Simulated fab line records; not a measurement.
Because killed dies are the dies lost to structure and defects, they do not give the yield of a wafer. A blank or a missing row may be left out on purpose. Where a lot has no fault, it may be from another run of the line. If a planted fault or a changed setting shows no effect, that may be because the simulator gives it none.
Comparing a struck lot with a sound one	flow sky130	15 steps out of a route of 708
Sound: wafers L235.1, L235.2, L235.4. Wafers L246.1, L246.2, L246.3 were the ones struck. The cause comes at the end.
Each step with rows lists, per side, the tool, then ch with its chambers, then its first start. Under that, the readings that differ: sound wafers	struck wafers	difference of the means	sigmas: that difference in standard deviations of wafers without a fault.
alike: a reading whose means differ by less than 2 such deviations, as well as words and numbers matching on both sides. not compared: withheld readings; readings where some wafer has no value; bounds like >300 that might hide an equal value; numbers whose values overlap and for which the record gives no deviation.
A row with sigmas, a row that says differs or no value, or rows on one side alone: a step with any of these is where the two part. When numbers do not overlap yet have no deviation, they are printed without sigmas and do not part them. A reading missing from all wafers of one side parts the sides only when that side holds two or more wafers.

first, 1 step without rows for these wafers: SKY_SD_P_DEVELOP_06 (develop time 60 s).
SKY_SD_P_CD_MEAS_07: the cd target is 380 nm.
  sound on cdSem-01 at day 25 18:58; struck on cdSem-02 at day 29 23:41
  alike: cdNm
SKY_SD_P_OVL_MEAS_08:
  sound on overlay-02 at day 25 19:05; struck on overlay-02 at day 30 10:11
  alike: SD_P_OVL
following that, these wafers have no rows for 1 step: SKY_SD_P_IMPLANT_09.
SKY_SD_P_STRIP_10: strips in O2/N2.
  sound on plasmaAsher-01 ch 0,1, day 25 19:17; struck on plasmaAsher-01 ch 0,1, day 30 10:44
  alike: drypumpMotorCurrentA, oesProductAu, stripTimeToEndpointS
  not compared: rfHoursCounterH
SKY_SD_P_TW_MEAS_11:
  sound on filmMetro-01 at day 25 19:23; struck on filmMetro-01 at day 30 10:50
  alike: SD_P_TW
then, 6 steps without rows for these wafers: SKY_RES_XHIGH_DEHYDRATE_00 (time 60 s); SKY_RES_XHIGH_HMDS_01 (prime time 60 s); SKY_RES_XHIGH_COAT_02 (resist thk 1140 nm); SKY_RES_XHIGH_SOFTBAKE_03 (time 60 s); SKY_RES_XHIGH_EXPOSE_04 (exposes mask URPM, target cd 1270 nm); SKY_RES_XHIGH_PEB_05.
SKY_RES_XHIGH_DEVELOP_06: develop time 60 s.
  sound on lithoTrack-03 ch 0, day 26 23:31; struck on lithoTrack-02 ch 0, day 31 04:55
reading	sound	struck	difference	sigmas
developerTempC (C)	22.85 22.95 22.95	23.95 24.00 23.90	+1.03	+10
following that, these wafers have no rows for 1 step: SKY_RES_XHIGH_IMPLANT_07.
-- record jumps: 18 days separate the struck wafers' starts on either side; left off in module RES_XHIGH, taken up again in module PAD_OPEN, whose first shown step is the route's number 708 --
SKY_PAD_OPEN_PROBE_99:
  sound on prober-01 at day 46 01:20; struck on prober-01 at day 48 20:51
  alike: killed_at_M0_to_M3, killed_at_M4_up, killedAtContacts, killedAtFrontEnd, killedAtOther, killedDies, killedOpen, killedShort

WHERE THEY PART
SKY_RES_XHIGH_DEVELOP_06 only, going by this record. Later steps at which nothing parts them and some readings are alike: SKY_PAD_OPEN_PROBE_99.

WHY: what the simulator had put in
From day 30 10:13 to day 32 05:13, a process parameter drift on lithoTrack-02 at SKY_RES_XHIGH_DEVELOP_06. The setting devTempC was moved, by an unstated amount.
